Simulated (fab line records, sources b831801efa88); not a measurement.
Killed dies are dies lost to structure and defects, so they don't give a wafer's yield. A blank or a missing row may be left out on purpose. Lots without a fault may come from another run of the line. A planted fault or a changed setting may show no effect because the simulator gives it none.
fab line records | flow sky130
record lots=5 wafers=15 last_day=50
route steps=708 shown GATE_OXIDE@198 POLY_GATE@204 RES_PROTECT@206
lots that met no fault: from a run of the same line without faults
start_h: hours from the record's first day to the start of the lot's first wafer shown | wait_h: hours since the lot's step before | " the same as in the row above | L1.1+2: a row that stands for several wafers | - no value, or no start given | * or withheld: withheld | < > ~ a bound
route shown NAME@n: a module of which the file shows steps, and the number in the route of the first | usual: mean/standard deviation of fault-free wafers | same: alike in all rows | chamber/n: place in a boat | sites: the reading at each site | _std_site: their standard deviation | _edge_site: outer sites' mean less inner sites' | radius_mm: how far each site lies from the wafer's centre | mask NAME#n: copy n | behind: the tool/chamber that last shaped the wafer | hold: why the lot was held/for how many hours/how that ended | device: the transistor (n, p or np) that didn't switch | end of line: the same wafers' tests at the end of the route | a step without rows: its recipe alone | killed: dies lost to structure and defects at the first sort, not the wafer's yield | map: a wafer's dies, x killed, . not, _ none there
set.NAME: the setting as run; set.NAME@STEP: as run at that earlier step | model.NAME: the simulator's own value behind a step, which no gauge read
lots at some steps of the route; a table a step, a row a wafer
services: from which hour (start_h, from the record's first day; less than 0 if before it) a tool's chamber was out of use, for how many hours, and why
## steps
# step SKY_GATE_OXIDE_IMPLANT_11
# recipe species=B energy_kev=10 dose_cm2=2.6e+12 tilt_deg=withheld
# columns lot.wafer tool chamber start_h wait_h
L074.4+5+6 implanter-02 0 319.20 0.1
L080.1+2+6 implanter-04 0 380.25 0.0
L083.1+2+6 implanter-02 0 397.40 0.0
L087.3+5+6 implanter-03 0 437.10 0.1
L095.3+5+6 implanter-04 0 489.37 0.1
# step SKY_GATE_OXIDE_WET_ETCH_12
# recipe chemistry=dHF target_depth_nm=16.8 dry=n2_spin target=SiO2 dilution=100:1 temp_c=25 time_s=336
# columns lot.wafer tool chamber start_h wait_h
L074.4+5+6 wet_bench-04 3 319.27 0.1
L080.1+2+6 wet_bench-01 3 380.40 0.1
L083.1+2+6 wet_bench-04 3 397.55 0.1
L087.3+5+6 wet_bench-03 1 437.20 0.1
L095.3+5+6 wet_bench-03 1 489.47 0.1
# step SKY_GATE_OXIDE_STRIP_13
# recipe chemistry=O2/N2 power_w=1400 pressure_mtorr=1500 platen_temp_c=withheld o2_flow_sccm=3000 n2_flow_sccm=300 overash_fraction=0.5
# usual drypump_motor_current_A=5.6/0.38 oes_product_au=0.715/0.0048 strip_time_to_endpoint_s=14.20/0.037
# columns lot.wafer tool chamber start_h wait_h drypump_motor_current_A oes_product_au rf_hours_counter_h strip_time_to_endpoint_s
L074.4 plasma_asher-02 0 319.41 0.0 6.4 0.704 - 14.23
L074.5 " 0 " " 6.3 0.712 - 14.21
L074.6 " 1 " " 5.4 0.705 - 14.22
L080.1 plasma_asher-02 0 380.51 0.0 6.3 0.712 68 14.19
L080.2 " 1 " " 5.4 0.723 68 14.20
L080.6 " 0 " " 6.4 0.714 - 14.20
L083.1 plasma_asher-03 1 397.65 0.0 5.4 0.715 70 14.16
L083.2 " 0 " " 5.3 0.708 70 14.22
L083.6 " 0 " " 5.3 0.710 - 14.21
L087.3 plasma_asher-03 0 437.33 0.0 5.3 0.714 - 14.24
L087.5 " 1 " " 5.4 0.723 - 14.24
L087.6 " 0 " " 5.3 0.718 - 14.23
L095.3 plasma_asher-02 0 489.60 0.0 6.4 0.718 - 14.15
L095.5 " 1 " " 5.4 0.707 - 14.12
L095.6 " 0 " " 6.4 0.718 - 14.10
# step SKY_GATE_OXIDE_TW_MEAS_14
# usual GATE_OXIDE_TW=222.1/1.3
# columns lot.wafer tool chamber start_h wait_h GATE_OXIDE_TW
L074.4 film_metro-01 - 319.50 0.1 223.1
L074.5 " - " " 222.9
L074.6 " - " " 221.6
L080.1 film_metro-01 - 380.61 0.1 220.8
L080.2 " - " " 222.7
L080.6 " - " " 222.5
L083.1 film_metro-03 - 397.75 0.1 222.0
L083.2 " - " " 220.4
L083.6 " - " " 220.3
L087.3 film_metro-01 - 437.42 0.1 221.0
L087.5 " - " " 220.8
L087.6 " - " " 220.9
L095.3 film_metro-03 - 489.69 0.1 223.1
L095.5 " - " " 221.4
L095.6 " - " " 221.2
# step SKY_GATE_OXIDE_CLEAN_15
# recipe chemistry=SC1/SC2 mix=1:4:20 temp_c=70 time_s=150 dry=n2_spin
# columns lot.wafer tool chamber start_h wait_h
L074.4+5+6 wet_bench-01 1 319.53 0.0
L080.1+2+6 wet_bench-01 3 380.67 0.1
L083.1+2+6 wet_bench-03 1 397.81 0.1
L087.3+5+6 wet_bench-01 1 437.46 0.0
L095.3+5+6 wet_bench-04 3 489.73 0.0
# step SKY_GATE_OXIDE_OXIDATION_16
# recipe temp_c=800 ambient=O2 idle_temp_c=700 ramp_up_c_per_min=10 ramp_down_c_per_min=3 stabilise_s=600 purge_s=300 target_thk_a=35.7 ox_time_s=1915
# usual tube_center_temp_C_max=802.0/0.3 zone_power_lower_pct=14.4/0.93
# columns lot.wafer tool chamber start_h wait_h tube_center_temp_C_max zone_power_lower_pct
L074.4 furnace-02 0 320.78 1.2 802.0 15.2
L074.5 " 0 " " 802.4 15.0
L074.6 " 0 " " 801.8 14.8
L080.1 furnace-02 0 382.48 1.8 802.5 15.1
L080.2 " 0 " " 801.9 14.9
L080.6 " 0 " " 801.8 14.9
L083.1 furnace-02 0 399.10 1.2 802.2 14.5
L083.2 " 0 " " 802.2 14.9
L083.6 " 0 " " 801.8 14.9
L087.3 furnace-01 0 437.79 0.3 801.7 12.8
L087.5 " 0 " " 802.1 12.6
L087.6 " 0 " " 801.9 12.9
L095.3 furnace-01 0 489.79 0.0 801.8 13.0
L095.5 " 0 " " 801.9 12.8
L095.6 " 0 " " 802.4 12.7
# step SKY_POLY_GATE_CVD_00
# recipe material=poly-Si target_thk_nm=180 temp_c=620 time_s=720 pressure_mtorr=200
# usual susceptor_temp_C=620.0/0.31 zone_power_lower_pct=8.90/0.2
# columns lot.wafer tool chamber start_h wait_h susceptor_temp_C zone_power_lower_pct
L074.4 lpcvd-01 1 322.31 0.0 619.9 8.99
L074.5 " 1 " " 620.2 9.34
L074.6 " 1 " " 620.1 9.11
L080.1 lpcvd-01 0 384.01 0.0 620.1 8.76
L080.2 " 0 " " 619.8 8.91
L080.6 " 0 " " 619.8 8.63
L083.1 lpcvd-01 1 400.63 0.0 619.7 9.19
L083.2 " 1 " " 620.4 8.93
L083.6 " 1 " " 620.5 9.15
L087.3 lpcvd-01 0 440.10 0.8 620.0 8.81
L087.5 " 0 " " 619.9 8.70
L087.6 " 0 " " 619.9 8.81
L095.3 lpcvd-01 0 492.22 0.9 620.1 8.72
L095.5 " 0 " " 619.4 8.89
L095.6 " 0 " " 620.3 8.77
# step SKY_POLY_GATE_THK_MEAS_01
# recipe reads=poly-Si_of_POLY_GATE_CVD_00
# usual POLY_GATE_CVD_00_THK=180.4/2.1
# columns lot.wafer tool chamber start_h wait_h POLY_GATE_CVD_00_THK[nm]
L074.4 film_metro-04 - 323.54 0.0 184.9
L074.5 " - " " 184.2
L074.6 " - " " 184.5
L080.1 film_metro-01 - 385.21 0.0 181.5
L080.2 " - " " 182.9
L080.6 " - " " 181.8
L083.1 film_metro-01 - 401.83 0.0 183.6
L083.2 " - " " 181.9
L083.6 " - " " 182.5
L087.3 film_metro-04 - 441.32 0.0 178.6
L087.5 " - " " 178.3
L087.6 " - " " 178.2
L095.3 film_metro-04 - 493.44 0.0 178.2
L095.5 " - " " 179.1
L095.6 " - " " 179.8
# step SKY_RES_PROTECT_DEHYDRATE_00
# recipe temp_c=200 time_s=60
# usual resist_line_temp_C=23.03/0.11
# columns lot.wafer tool chamber start_h wait_h resist_line_temp_C
L074.4 litho_track-01 0 336.91 13.4 22.88
L074.5 " 0 " " 22.90
L074.6 " 0 " " 23.04
L080.1 litho_track-03 0 399.38 14.2 23.03
L080.2 " 0 " " 23.02
L080.6 " 0 " " 23.12
L083.1 litho_track-01 0 415.38 13.5 23.09
L083.2 " 0 " " 22.95
L083.6 " 0 " " 23.01
L087.3 litho_track-02 0 456.66 15.3 23.16
L087.5 " 0 " " 23.33
L087.6 " 0 " " 23.11
L095.3 litho_track-01 0 507.93 14.5 23.11
L095.5 " 0 " " 22.97
L095.6 " 0 " " 22.95
# step SKY_RES_PROTECT_HMDS_01
# recipe prime_time_s=60 prime_temp_c=120
# usual resist_line_temp_C=22.99/0.091
# columns lot.wafer tool chamber start_h wait_h resist_line_temp_C
L074.4 litho_track-01 0 337.06 0.1 23.04
L074.5 " 0 " " 23.04
L074.6 " 0 " " 23.16
L080.1 litho_track-03 0 399.53 0.1 23.03
L080.2 " 0 " " 23.09
L080.6 " 0 " " 22.97
L083.1 litho_track-01 0 415.53 0.1 22.91
L083.2 " 0 " " 23.01
L083.6 " 0 " " 23.01
L087.3 litho_track-02 0 456.81 0.1 22.99
L087.5 " 0 " " 22.99
L087.6 " 0 " " 22.80
L095.3 litho_track-01 0 508.08 0.1 22.81
L095.5 " 0 " " 23.11
L095.6 " 0 " " 22.85
# step SKY_RES_PROTECT_COAT_02
# recipe resist=NOVOLAK spin_rpm=3000 resist_thk_nm=1140
# usual resist_line_temp_C=22.99/0.099
# columns lot.wafer tool chamber start_h wait_h resist_line_temp_C
L074.4 litho_track-01 0 337.21 0.1 23.07
L074.5 " 0 " " 22.99
L074.6 " 0 " " 23.03
L080.1 litho_track-03 0 399.68 0.1 22.92
L080.2 " 0 " " 22.97
L080.6 " 0 " " 22.88
L083.1 litho_track-01 0 415.68 0.1 23.05
L083.2 " 0 " " 22.91
L083.6 " 0 " " 23.02
L087.3 litho_track-02 0 456.96 0.1 22.99
L087.5 " 0 " " 22.94
L087.6 " 0 " " 22.89
L095.3 litho_track-01 0 508.23 0.1 22.99
L095.5 " 0 " " 22.91
L095.6 " 0 " " 23.03
# step SKY_RES_PROTECT_SOFTBAKE_03
# recipe temp_c=90 time_s=60 resist=NOVOLAK
# usual resist_line_temp_C=23.01/0.11
# columns lot.wafer tool chamber start_h wait_h resist_line_temp_C
L074.4 litho_track-01 0 337.36 0.1 23.07
L074.5 " 0 " " 23.03
L074.6 " 0 " " 22.97
L080.1 litho_track-03 0 399.83 0.1 22.95
L080.2 " 0 " " 23.01
L080.6 " 0 " " 23.06
L083.1 litho_track-01 0 415.83 0.1 23.29
L083.2 " 0 " " 23.04
L083.6 " 0 " " 23.14
L087.3 litho_track-02 0 457.11 0.1 22.93
L087.5 " 0 " " 23.07
L087.6 " 0 " " 23.19
L095.3 litho_track-01 0 508.38 0.1 23.10
L095.5 " 0 " " 23.07
L095.6 " 0 " " 23.02
# step SKY_RES_PROTECT_EXPOSE_04
# recipe mask_id=RPM na=0.6 source_shape=conventional sigma_outer=0.6 polarization=unpolarized target_cd_nm=1270 dose_mj=131
# columns lot.wafer tool chamber start_h wait_h mask
L074.4+5+6 iline_stepper-02 0 - - RPM#0
L080.1+2+6 iline_stepper-01 0 - - RPM#0
L083.1+2+6 iline_stepper-01 0 - - RPM#0
L087.3+5+6 iline_stepper-01 0 - - RPM#0
L095.3+5+6 iline_stepper-01 0 - - RPM#0
# step SKY_RES_PROTECT_PEB_05
# recipe temp_c=withheld time_s=* resist=NOVOLAK
# usual resist_line_temp_C=*
# columns lot.wafer tool chamber start_h wait_h resist_line_temp_C
L074.4 litho_track-02 0 - - *
L074.5 " 0 " " *
L074.6 " 0 " " *
L080.1 litho_track-03 0 - - *
L080.2 " 0 " " *
L080.6 " 0 " " *
L083.1 litho_track-01 0 - - *
L083.2 " 0 " " *
L083.6 " 0 " " *
L087.3 litho_track-02 0 - - *
L087.5 " 0 " " *
L087.6 " 0 " " *
L095.3 litho_track-03 0 - - *
L095.5 " 0 " " *
L095.6 " 0 " " *
# step SKY_RES_PROTECT_DEVELOP_06
# recipe resist=NOVOLAK developer=TMAH develop_time_s=60 dev_temp_c=23
# usual resist_line_temp_C=23.00/0.12
# same develop_time_s=60
# columns lot.wafer tool chamber start_h wait_h resist_line_temp_C
L074.4 litho_track-02 0 350.64 0.1 23.00
L074.5 " 0 " " 23.11
L074.6 " 0 " " 22.83
L080.1 litho_track-03 0 414.13 0.1 23.01
L080.2 " 0 " " 23.00
L080.6 " 0 " " 23.04
L083.1 litho_track-01 0 430.78 0.1 23.41
L083.2 " 0 " " 23.13
L083.6 " 0 " " 23.11
L087.3 litho_track-02 0 471.56 0.1 22.83
L087.5 " 0 " " 22.89
L087.6 " 0 " " 22.87
L095.3 litho_track-03 0 523.73 0.1 22.86
L095.5 " 0 " " 23.03
L095.6 " 0 " " 22.87
# step SKY_POLY_GATE_IMPLANT_02
# recipe species=P energy_kev=30 dose_cm2=7.7e+15 tilt_deg=0
# usual tilt_deg=0.006/0.017
# columns lot.wafer tool chamber start_h wait_h tilt_deg
L074.4 implanter-04 0 350.79 0.1 0.015
L074.5 " 0 " " 0.002
L074.6 " 0 " " 0.016
L080.1 implanter-02 0 414.28 0.1 0.003
L080.2 " 0 " " 0.002
L080.6 " 0 " " 0.040
L083.1 implanter-02 0 430.93 0.1 0.000
L083.2 " 0 " " 0.013
L083.6 " 0 " " 0.002
L087.3 implanter-04 0 471.71 0.1 0.024
L087.5 " 0 " " 0.015
L087.6 " 0 " " 0.009
L095.3 implanter-02 0 523.88 0.1 0.014
L095.5 " 0 " " -0.030
L095.6 " 0 " " -0.005
# step SKY_RES_PROTECT_STRIP_07
# recipe chemistry=O2/N2 power_w=1400 pressure_mtorr=1500 platen_temp_c=withheld o2_flow_sccm=3000 n2_flow_sccm=300 overash_fraction=0.5
# usual drypump_motor_current_A=5.42/0.17 oes_product_au=0.518/0.0048 strip_time_to_endpoint_s=23.31/0.047
# columns lot.wafer tool chamber start_h wait_h drypump_motor_current_A oes_product_au rf_hours_counter_h strip_time_to_endpoint_s
L074.4 plasma_asher-03 0 350.90 0.1 5.29 0.514 - 23.37
L074.5 " 1 " " 5.39 0.514 - 23.34
L074.6 " 0 " " 5.29 0.518 - 23.36
L080.1 plasma_asher-04 1 414.43 0.1 5.82 0.524 59 23.33
L080.2 " 0 " " 5.42 0.511 59 23.36
L080.6 " 0 " " 5.43 0.511 - 23.40
L083.1 plasma_asher-01 1 431.08 0.1 5.32 0.515 32 23.28
L083.2 " 0 " " 5.35 0.516 32 23.26
L083.6 " 0 " " 5.37 0.524 - 23.24
L087.3 plasma_asher-04 1 471.85 0.1 5.81 0.511 - 23.38
L087.5 " 0 " " 5.40 0.522 - 23.31
L087.6 " 1 " " 5.81 0.510 - 23.37
L095.3 plasma_asher-04 0 524.02 0.1 5.41 0.514 - 23.39
L095.5 " 1 " " 5.80 0.516 - 23.35
L095.6 " 0 " " 5.43 0.520 - 23.38
# step SKY_RES_PROTECT_TW_MEAS_08
# usual POLY_GATE_TW=3977/28
# columns lot.wafer tool chamber start_h wait_h POLY_GATE_TW
L074.4 film_metro-02 - 351.00 0.1 3948
L074.5 " - " " 3925
L074.6 " - " " 3937
L080.1 film_metro-01 - 414.53 0.1 4011
L080.2 " - " " 4030
L080.6 " - " " 4030
L083.1 film_metro-02 - 431.18 0.1 3958
L083.2 " - " " 3968
L083.6 " - " " 3979
L087.3 film_metro-02 - 471.93 0.1 3914
L087.5 " - " " 3910
L087.6 " - " " 3930
L095.3 film_metro-01 - 524.10 0.1 4005
L095.5 " - " " 4004
L095.6 " - " " 3994
# step SKY_RES_PROTECT_CLEAN_09
# recipe chemistry=SC1/SC2 mix=1:4:20 temp_c=70 time_s=150 dry=n2_spin
# columns lot.wafer tool chamber start_h wait_h
L074.4+5+6 wet_bench-01 0 351.03 0.0
L080.1+2+6 wet_bench-01 3 414.59 0.1
L083.1+2+6 wet_bench-02 1 431.24 0.1
L087.3+5+6 wet_bench-03 2 471.97 0.0
L095.3+5+6 wet_bench-01 1 524.14 0.0
# step SKY_POLY_GATE_CVD_03
# recipe material=Si3N4 precursor=DCS/NH3 target_thk_nm=75 temp_c=770 time_s=1290 pressure_mtorr=250
# usual susceptor_temp_C=770.1/0.34 zone_power_lower_pct=12.9/1.9
# columns lot.wafer tool chamber start_h wait_h susceptor_temp_C zone_power_lower_pct
L074.4 lpcvd-02 0 351.08 0.0 769.9 12.1
L074.5 " 0 " " 769.6 12.0
L074.6 " 0 " " 770.1 11.9
L080.1 lpcvd-02 1 416.18 1.5 769.3 15.9
L080.2 " 1 " " 769.7 16.0
L080.6 " 1 " " 769.5 16.1
L083.1 lpcvd-02 0 432.00 0.7 770.3 11.8
L083.2 " 0 " " 769.5 11.8
L083.6 " 0 " " 770.0 11.9
L087.3 lpcvd-02 0 472.15 0.1 769.6 11.8
L087.5 " 0 " " 770.0 11.8
L087.6 " 0 " " 769.8 11.6
L095.3 lpcvd-02 0 524.62 0.4 770.3 11.7
L095.5 " 0 " " 770.0 11.7
L095.6 " 0 " " 770.7 11.9
# step SKY_POLY_GATE_THK_MEAS_04
# recipe reads=Si3N4_of_POLY_GATE_CVD_03
# usual POLY_GATE_CVD_03_THK=75.0/0.67
# columns lot.wafer tool chamber start_h wait_h POLY_GATE_CVD_03_THK[nm]
L074.4 film_metro-04 - 352.46 0.0 76.2
L074.5 " - " " 76.4
L074.6 " - " " 75.4
L080.1 film_metro-01 - 418.22 0.0 74.9
L080.2 " - " " 74.4
L080.6 " - " " 74.9
L083.1 film_metro-04 - 433.36 0.0 74.8
L083.2 " - " " 74.5
L083.6 " - " " 75.1
L087.3 film_metro-02 - 473.53 0.0 75.6
L087.5 " - " " 75.5
L087.6 " - " " 75.6
L095.3 film_metro-04 - 526.00 0.0 74.6
L095.5 " - " " 74.8
L095.6 " - " " 74.5
# step SKY_POLY_GATE_DEHYDRATE_05
# recipe temp_c=200 time_s=60
# usual resist_line_temp_C=23.02/0.095
# columns lot.wafer tool chamber start_h wait_h resist_line_temp_C
L074.4 litho_track-01 0 365.46 13.0 23.02
L074.5 " 0 " " 22.98
L074.6 " 0 " " 23.18
L080.1 litho_track-01 0 432.48 14.3 22.96
L080.2 " 0 " " 23.04
L080.6 " 0 " " 22.86
L083.1 litho_track-02 0 447.91 14.5 23.06
L083.2 " 0 " " 23.02
L083.6 " 0 " " 23.09
L087.3 litho_track-01 0 488.18 14.6 22.95
L087.5 " 0 " " 22.85
L087.6 " 0 " " 22.83
L095.3 litho_track-04 0 540.01 14.0 22.82
L095.5 " 0 " " 23.07
L095.6 " 0 " " 22.84
# step SKY_POLY_GATE_HMDS_06
# recipe prime_time_s=60 prime_temp_c=120
# usual resist_line_temp_C=23.00/0.1
# columns lot.wafer tool chamber start_h wait_h resist_line_temp_C
L074.4 litho_track-01 0 365.61 0.1 23.05
L074.5 " 0 " " 22.95
L074.6 " 0 " " 23.08
L080.1 litho_track-01 0 432.63 0.1 23.03
L080.2 " 0 " " 23.11
L080.6 " 0 " " 22.81
L083.1 litho_track-02 0 448.06 0.1 23.09
L083.2 " 0 " " 22.99
L083.6 " 0 " " 23.02
L087.3 litho_track-01 0 488.33 0.1 22.90
L087.5 " 0 " " 22.92
L087.6 " 0 " " 22.95
L095.3 litho_track-04 0 540.16 0.1 23.06
L095.5 " 0 " " 22.97
L095.6 " 0 " " 23.08
# step SKY_POLY_GATE_COAT_07
# recipe resist=BARC temp_c=withheld time_s=withheld spin_rpm=3000 resist_thk_nm=110
# usual resist_line_temp_C=*
# columns lot.wafer tool chamber start_h wait_h resist_line_temp_C
L074.4 litho_track-01 0 365.76 0.1 *
L074.5 " 0 " " *
L074.6 " 0 " " *
L080.1 litho_track-01 0 432.78 0.1 *
L080.2 " 0 " " *
L080.6 " 0 " " *
L083.1 litho_track-02 0 448.21 0.1 *
L083.2 " 0 " " *
L083.6 " 0 " " *
L087.3 litho_track-01 0 488.48 0.1 *
L087.5 " 0 " " *
L087.6 " 0 " " *
L095.3 litho_track-04 0 540.31 0.1 *
L095.5 " 0 " " *
L095.6 " 0 " " *
# step SKY_POLY_GATE_COAT_08
# recipe resist=KrF-thick spin_rpm=3000 resist_thk_nm=450
# usual resist_line_temp_C=23.02/0.1
# columns lot.wafer tool chamber start_h wait_h resist_line_temp_C
L074.4 litho_track-01 0 - - 23.02
L074.5 " 0 " " 23.05
L074.6 " 0 " " 23.04
L080.1 litho_track-01 0 - - 23.09
L080.2 " 0 " " 23.11
L080.6 " 0 " " 23.07
L083.1 litho_track-02 0 - - 23.11
L083.2 " 0 " " 23.08
L083.6 " 0 " " 23.01
L087.3 litho_track-01 0 - - 23.18
L087.5 " 0 " " 23.08
L087.6 " 0 " " 23.12
L095.3 litho_track-04 0 - - 23.02
L095.5 " 0 " " 22.88
L095.6 " 0 " " 22.84
# step SKY_POLY_GATE_SOFTBAKE_09
# recipe temp_c=100 time_s=90 resist=KrF-thick
# usual resist_line_temp_C=22.95/0.11
# columns lot.wafer tool chamber start_h wait_h resist_line_temp_C
L074.4 litho_track-01 0 - - 22.83
L074.5 " 0 " " 22.99
L074.6 " 0 " " 22.88
L080.1 litho_track-01 0 - - 22.97
L080.2 " 0 " " 23.09
L080.6 " 0 " " 23.01
L083.1 litho_track-02 0 - - 22.93
L083.2 " 0 " " 22.96
L083.6 " 0 " " 22.97
L087.3 litho_track-01 0 - - 22.87
L087.5 " 0 " " 22.73
L087.6 " 0 " " 22.79
L095.3 litho_track-04 0 - - 22.86
L095.5 " 0 " " 22.85
L095.6 " 0 " " 22.87
# step SKY_POLY_GATE_EXPOSE_10
# recipe mask_id=P1M na=0.68 source_shape=conventional sigma_outer=0.6 target_cd_nm=150 dose_mj=28
# columns lot.wafer tool chamber start_h wait_h mask
L074.4+5+6 krf_scanner-01 0 - - P1M#0
L080.1+2+6 krf_scanner-01 0 - - P1M#0
L083.1+2+6 krf_scanner-02 0 - - P1M#0
L087.3+5+6 krf_scanner-01 0 - - P1M#0
L095.3+5+6 krf_scanner-02 0 - - P1M#0
# step SKY_POLY_GATE_PEB_11
# recipe peb_temp_c=withheld peb_time_s=withheld resist=KrF-thick
# usual resist_line_temp_C=*
# columns lot.wafer tool chamber start_h wait_h resist_line_temp_C
L074.4 litho_track-01 0 - - *
L074.5 " 0 " " *
L074.6 " 0 " " *
L080.1 litho_track-04 0 - - *
L080.2 " 0 " " *
L080.6 " 0 " " *
L083.1 litho_track-01 0 - - *
L083.2 " 0 " " *
L083.6 " 0 " " *
L087.3 litho_track-02 0 - - *
L087.5 " 0 " " *
L087.6 " 0 " " *
L095.3 litho_track-01 0 - - *
L095.5 " 0 " " *
L095.6 " 0 " " *
# step SKY_POLY_GATE_DEVELOP_12
# recipe develop_time_s=60 resist=KrF-thick dev_temp_c=21
# usual resist_line_temp_C=23.01/0.088
# same develop_time_s=60
# columns lot.wafer tool chamber start_h wait_h resist_line_temp_C
L074.4 litho_track-01 0 - - 23.14
L074.5 " 0 " " 23.11
L074.6 " 0 " " 22.84
L080.1 litho_track-04 0 - - 22.98
L080.2 " 0 " " 23.00
L080.6 " 0 " " 22.94
L083.1 litho_track-01 0 - - 22.99
L083.2 " 0 " " 23.12
L083.6 " 0 " " 23.31
L087.3 litho_track-02 0 - - 23.04
L087.5 " 0 " " 22.86
L087.6 " 0 " " 22.95
L095.3 litho_track-01 0 - - 22.93
L095.5 " 0 " " 22.91
L095.6 " 0 " " 22.91
# step SKY_POLY_GATE_CD_MEAS_13
# recipe target_cd_nm=150
# usual cd_nm=149.9/1.3
# columns lot.wafer tool chamber start_h wait_h cd_nm
L074.4 cd_sem-02 - 379.49 - 148.7
L074.5 " - " " 147.9
L074.6 " - " " 147.6
L080.1 cd_sem-01 - 448.41 - 151.5
L080.2 " - " " 150.8
L080.6 " - " " 150.2
L083.1 cd_sem-01 - 464.38 - 149.2
L083.2 " - " " 149.2
L083.6 " - " " 148.7
L087.3 cd_sem-02 - 504.00 - 150.5
L087.5 " - " " 150.1
L087.6 " - " " 148.8
L095.3 cd_sem-01 - 555.47 - 149.4
L095.5 " - " " 149.3
L095.6 " - " " 150.5
# step SKY_POLY_GATE_OVL_MEAS_14
# usual POLY_GATE_OVL=3/6.1
# columns lot.wafer tool chamber start_h wait_h POLY_GATE_OVL[nm]
L074.4 overlay-02 - 379.57 0.1 12
L074.5 " - " " 3
L074.6 " - " " 17
L080.1 overlay-02 - 448.53 0.1 8
L080.2 " - " " -1
L080.6 " - " " 7
L083.1 overlay-02 - 464.50 0.1 5
L083.2 " - " " 8
L083.6 " - " " 6
L087.3 overlay-01 - 504.10 0.1 14
L087.5 " - " " 10
L087.6 " - " " 18
L095.3 overlay-02 - 555.56 0.1 0
L095.5 " - " " 0
L095.6 " - " " -2
# step SKY_POLY_GATE_ETCH_15
# recipe chemistry=N2/H2 target=BARC ion_energy_ev=200 source_w=500 bias_w=100 pressure_mtorr=30 n2_flow_sccm=100 h2_flow_sccm=200 stop_on=SiO2 time_s=118.5 target_depth_a=1100
# usual drypump_motor_current_A=5.7/0.59 oes_product_au=0.716/0.0046 throttle_valve_pct=13.212/0.0089
# columns lot.wafer tool chamber start_h wait_h drypump_motor_current_A oes_product_au rf_hours_counter_h throttle_valve_pct
L074.4 rie_diel-01 3 379.59 0.0 5.2 0.717 59 13.211
L074.5 " 3 " " 5.3 0.727 - 13.207
L074.6 " 2 " " 6.7 0.719 - 13.219
L080.1 rie_diel-02 3 448.57 0.0 5.7 0.716 44 13.206
L080.2 " 0 " " 6.6 0.716 0 13.203
L080.6 " 2 " " 5.0 0.717 - 13.225
L083.1 rie_diel-01 0 464.54 0.0 5.6 0.716 94 13.195
L083.2 " 1 " " 4.8 0.719 60 13.201
L083.6 " 2 " " 6.7 0.708 - 13.223
L087.3 rie_diel-01 1 504.12 0.0 4.8 0.713 61 13.221
L087.5 " 1 " " 4.8 0.710 - 13.211
L087.6 " 2 " " 6.7 0.707 - 13.211
L095.3 rie_diel-02 3 555.59 0.0 5.7 0.707 46 13.217
L095.5 " 1 " " 5.9 0.724 - 13.202
L095.6 " 0 " " 6.6 0.728 - 13.194
# step SKY_POLY_GATE_ETCH_16
# recipe stop_on=poly-Si chemistry=CH3F/O2 target=Si3N4 source_w=400 bias_w=80 pressure_mtorr=25 ch3f_flow_sccm=40 O2_flow_sccm=30 time_s=147.5 target_depth_a=750
# usual drypump_motor_current_A=5.7/0.59 oes_product_au=0.640/0.0053 throttle_valve_pct=10.534/0.009
# columns lot.wafer tool chamber start_h wait_h drypump_motor_current_A oes_product_au rf_hours_counter_h throttle_valve_pct
L074.4 rie_diel-01 3 379.67 0.0 5.2 0.647 59 10.535
L074.5 " 3 " " 5.2 0.647 - 10.545
L074.6 " 2 " " 6.7 0.650 - 10.546
L080.1 rie_diel-02 3 448.65 0.0 5.7 0.634 45 10.535
L080.2 " 0 " " 6.6 0.648 0 10.525
L080.6 " 2 " " 5.0 0.641 - 10.527
L083.1 rie_diel-01 0 464.62 0.0 5.6 0.642 94 10.543
L083.2 " 1 " " 4.8 0.642 60 10.529
L083.6 " 2 " " 6.7 0.636 - 10.542
L087.3 rie_diel-01 1 504.20 0.0 4.8 0.643 61 10.530
L087.5 " 1 " " 4.8 0.641 - 10.535
L087.6 " 2 " " 6.7 0.641 - 10.539
L095.3 rie_diel-02 3 555.67 0.0 5.7 0.634 46 10.547
L095.5 " 1 " " 5.9 0.645 - 10.544
L095.6 " 0 " " 6.6 0.641 - 10.531
# step SKY_POLY_GATE_ETCH_17
# recipe target_depth_nm=180 stop_on=SiO2 over_etch_frac=0.56667 chemistry=HBr/Cl2 target=poly-Si icp_w=400 bias_w=100 pressure_mtorr=10 HBr_flow_sccm=150 Cl2_flow_sccm=50 time_s=70.5
# usual drypump_motor_current_A=5.3/0.33 oes_product_au=0.987/0.0066 throttle_valve_pct=33.684/0.0088
# columns lot.wafer tool chamber start_h wait_h drypump_motor_current_A oes_product_au rf_hours_counter_h throttle_valve_pct
L074.4 rie_si-01 3 379.77 0.0 5.4 0.988 3 33.681
L074.5 " 1 " " 4.8 0.998 - 33.682
L074.6 " 0 " " 4.9 0.994 - 33.683
L080.1 rie_si-01 1 448.75 0.0 4.8 0.994 26 33.669
L080.2 " 3 " " 5.4 0.989 4 33.676
L080.6 " 2 " " 5.3 0.994 - 33.684
L083.1 rie_si-01 1 464.72 0.0 4.8 0.987 26 33.680
L083.2 " 0 " " 5.0 0.995 2 33.688
L083.6 " 2 " " 5.3 0.989 - 33.715
L087.3 rie_si-02 1 504.30 0.0 5.5 0.972 1 33.681
L087.5 " 2 " " 5.2 0.977 - 33.695
L087.6 " 3 " " 5.7 0.990 - 33.689
L095.3 rie_si-01 1 555.77 0.0 4.8 0.975 26 33.666
L095.5 " 0 " " 5.0 0.972 - 33.674
L095.6 " 1 " " 4.8 0.987 - 33.667
## services
# columns tool chamber start_h hours kind
rie_si-01 0 314.85 6.2 repair
wet_bench-01 - 327.69 1.9 pm
rie_diel-02 1 330.03 3.2 repair
iline_stepper-01 - 336.40 7.9 repair
rie_diel-02 0 357.30 45.3 repair
rie_diel-01 2 359.81 3.1 repair
iline_stepper-01 - 366.76 1.7 pm
rie_diel-01 1 369.20 3.9 repair
implanter-02 - 377.45 4.4 repair
rie_diel-02 2 388.50 4.8 repair
rie_diel-01 0 392.45 1.2 repair
implanter-04 - 406.27 2.0 repair
iline_stepper-01 - 407.89 1.0 repair
rie_diel-02 - 426.72 5.0 repair
implanter-04 - 428.79 6.7 pm
rie_si-01 0 445.24 5.7 repair
implanter-02 - 452.51 4.5 pm
rie_diel-02 - 462.16 2.2 repair
iline_stepper-01 - 462.71 5.8 repair
rie_diel-02 3 467.03 1.6 repair
lpcvd-02 - 493.60 2.1 repair
rie_si-01 - 498.36 0.9 repair
rie_diel-02 3 516.50 7.1 repair
wet_bench-01 - 538.61 2.7 repair
## key
fault none
